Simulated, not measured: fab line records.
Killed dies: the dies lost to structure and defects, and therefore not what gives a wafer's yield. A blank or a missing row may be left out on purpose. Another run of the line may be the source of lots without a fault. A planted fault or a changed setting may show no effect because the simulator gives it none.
Struck lot and sound lot, side by side + flow sky130 + 43 out of 708 route steps
Sound: these wafers, L490.2, L490.4, L490.6. Struck: wafer L509.1 (left out: L509.2, L509.3 of the same lot, which were not struck); the cause appears at the end.
For every step that has rows: the tool of each side, followed by ch and its chambers, followed by its first start. Under that, the readings that differ: sound wafers + struck wafers + difference of the means + sigmas: that difference in standard deviations of wafers without a fault.
alike: readings with means less than 2 such deviations apart, plus words and numbers identical on both sides. not compared: withheld readings, readings lacking a value on some wafer, bounds such as >300 that could conceal the same value, and numbers that have no deviation in the record and whose values overlap.
The two part at a step that has a row with sigmas, a row that says differs or no value, or rows on one side only. Non-overlapping numbers with no deviation appear without sigmas and do not part them. Lack of a reading on every wafer of one side parts them only where that side has two or more wafers.

SKY_VIA3_BOW_MEAS_03:
  sound: film_metro-03 at day 38 21:56; struck: film_metro-01 at day 44 16:31
  alike: VIA3_BOW
then, 8 steps without rows for these wafers: SKY_VIA3_DEHYDRATE_04 (time 60 s); SKY_VIA3_HMDS_05 (prime time 60 s); SKY_VIA3_COAT_06 (resist thk 60 nm); SKY_VIA3_COAT_07 (resist thk 450 nm); SKY_VIA3_SOFTBAKE_08 (time 90 s); SKY_VIA3_EXPOSE_09 (exposes mask VIM3, target cd 200 nm); SKY_VIA3_PEB_10; SKY_VIA3_DEVELOP_11 (develop time 60 s).
SKY_VIA3_CD_MEAS_12: the cd target is 200 nm.
  sound: cd_sem-02 at day 39 22:34; struck: cd_sem-02 at day 45 14:17
  alike: cd_nm
SKY_VIA3_OVL_MEAS_13:
  sound: overlay-01 at day 39 22:40; struck: overlay-01 at day 45 14:24
  alike: VIA3_OVL
then, 1 step without rows for these wafers: SKY_VIA3_ETCH_14 (etches BARC in N2/H2, stops on SiO2, time 45.9 s, target depth 60 nm).
SKY_VIA3_ETCH_15: etches SiO2 in C4F8/O2/Ar, stops on TiN, target depth 507 nm, time 78 s.
  sound on rie_diel-03 ch 0,1, day 39 22:44; struck on rie_diel-03 ch 1, day 45 14:28
  alike: oes_product_au
  not compared: rf_hours_counter_h
then, 6 steps without rows for these wafers: SKY_VIA3_STRIP_16 (strips in O2/N2); SKY_VIA3_STRIP_17 (strips in post etch residue remover, time 1200 s); SKY_VIA3_CLEAN_18 (cleans in IPA, time 180 s); SKY_VIA3_CLEAN_19 (cleans in O3/DIW); SKY_VIA3_SPUTTER_20 (material TiN, target thk 20 nm, time 80 s); SKY_VIA3_CVD_21 (deposits W, target thk 390 nm, time 117.31 s).
SKY_VIA3_RS_MEAS_22: the measuring method here is four-point-probe.
  sound: film_metro-01 at day 39 23:36; struck: film_metro-03 at day 45 15:19
  alike: VIA3_W_RS
SKY_VIA3_THK_MEAS_23: measures by xrf.
  sound: film_metro-01 at day 39 23:43; struck: film_metro-03 at day 45 15:26
  alike: VIA3_W_THK
then, 1 step without rows for these wafers: SKY_VIA3_CMP_24 (polishes, stops on SiO2, t overpolish 20 s, target thk 0 nm).
SKY_METAL4_SPUTTER_00: material Ti, target thk 15 nm, time 9.726 s.
  sound: pvd_sputter-04 at day 40 00:16; struck: pvd_sputter-03 at day 45 16:07
  alike: throttle_valve_pct
SKY_METAL4_SPUTTER_01: material TiN, target thk 20 nm, time 16.7 s.
  sound: pvd_sputter-04 at day 40 00:17; struck: pvd_sputter-03 at day 45 16:08
  alike: throttle_valve_pct
SKY_METAL4_SPUTTER_02: material AlCu, target thk 735 nm, time 39.1 s.
  sound: pvd_sputter-04 at day 40 00:19; struck: pvd_sputter-03 at day 45 16:10
  alike: throttle_valve_pct
SKY_METAL4_SPUTTER_03: material Ti, target thk 5 nm, time 3.3 s.
  sound: pvd_sputter-04 at day 40 00:21; struck: pvd_sputter-03 at day 45 16:11
  alike: throttle_valve_pct
SKY_METAL4_SPUTTER_04: material TiN, target thk 70 nm, time 58.3 s.
  sound: pvd_sputter-04 at day 40 00:22; struck: pvd_sputter-03 at day 45 16:13
  alike: throttle_valve_pct
then, 1 step without rows for these wafers: SKY_CAP2M_CVD_00 (deposits SiO2, target thk 15.5 nm).
SKY_CAP2M_THK_MEAS_01:
  sound: film_metro-03 at day 40 00:28; struck: film_metro-01 at day 45 16:17
| reading               | sound             | struck | difference | sigmas |
|-----------------------|-------------------|--------|------------|--------|
| CAP2M_CVD_00_THK (nm) | 15.52 16.21 16.02 | 15.21  | -0.71      | -3     |
then, 1 step without rows for these wafers: SKY_CAP2M_SPUTTER_02 (material TiN, target thk 200 nm, time 166.7 s).
SKY_CAP2M_RS_MEAS_03: the measuring method here is four-point-probe.
  sound: film_metro-02 at day 40 00:38; struck: film_metro-01 at day 45 16:27
  alike: CAP2M_TIN_RS
SKY_CAP2M_THK_MEAS_04: measures by xrf.
  sound: film_metro-02 at day 40 00:44; struck: film_metro-01 at day 45 16:34
  alike: CAP2M_TIN_THK
then, 7 steps without rows for these wafers: SKY_CAP2M_DEHYDRATE_05 (time 60 s); SKY_CAP2M_HMDS_06 (prime time 60 s); SKY_CAP2M_COAT_07 (resist thk 1140 nm); SKY_CAP2M_SOFTBAKE_08 (time 60 s); SKY_CAP2M_EXPOSE_09 (exposes mask CAP2M, target cd 1000 nm); SKY_CAP2M_PEB_10; SKY_CAP2M_DEVELOP_11 (develop time 60 s).
SKY_CAP2M_OVL_MEAS_12:
  sound: overlay-01 at day 41 00:56; struck: overlay-01 at day 46 11:47
  alike: CAP2M_OVL
then, 2 steps without rows for these wafers: SKY_CAP2M_METAL_ETCH_13 (etches TiN in Cl2/BCl3, stops on SiO2, target depth 220 nm, time 62.9 s); SKY_CAP2M_STRIP_14 (strips in O2/N2).
-- the record jumps here: 4 days lie between the struck wafers' starts before and after (it left off in module CAP2M and takes up again in module PAD_OPEN, whose first step shown is number 708 of the route) --
SKY_PAD_OPEN_PROBE_99:
  sound: prober-01 at day 46 01:14; struck: prober-02 at day 50 14:46
| reading                               | sound             | struck | difference | sigmas |
|---------------------------------------|-------------------|--------|------------|--------|
| defect_limited_yield (%)              | 83.1 82.9 78.7    | 72.6   | -9.0       | -4     |
| killed_at_M0_to_M3                    | 38 34 45          | 87     | +48        | +6     |
| killed_dies                           | 83 84 105         | 135    | +44        | +4     |
| sort_bin_3_pad_short (%)              | 1.2 0.4 1.0       | 2.8    | +1.9       | +5     |
| sort_bin_5_function (%)               | 10.8 11.0 12.0    | 17.3   | +6.0       | +4     |
| sort_n_pass                           | 409 408 387       | 357    | -44        | -4     |
| sort_yield_pct (%)                    | 83.1 82.9 78.7    | 72.6   | -9.0       | -4     |
| model.etest.tester.sort_n_pass        | 409 408 387       | 357    | -44        |        |
| model.etest.tester.sort_yield_pct (%) | 83.13 82.93 78.66 | 72.56  | -9.01      |        |
| model.etest.tester.sort_bin_5_pct (%) | 10.77 10.98 11.99 | 17.28  | +6.03      |        |
| model.etest.tester.sort_bin_3_pct (%) | 1.22 0.4065 1.016 | 2.846  | +1.965     |        |
  alike: killed_at_M4_up, killed_at_contacts, killed_at_front_end, killed_at_other, killed_open, killed_short, sort_bin_6_memory

WHERE THEY PART
At SKY_CAP2M_THK_MEAS_01 first; at SKY_PAD_OPEN_PROBE_99 last (within this record only).

WHY: what the simulator had put in
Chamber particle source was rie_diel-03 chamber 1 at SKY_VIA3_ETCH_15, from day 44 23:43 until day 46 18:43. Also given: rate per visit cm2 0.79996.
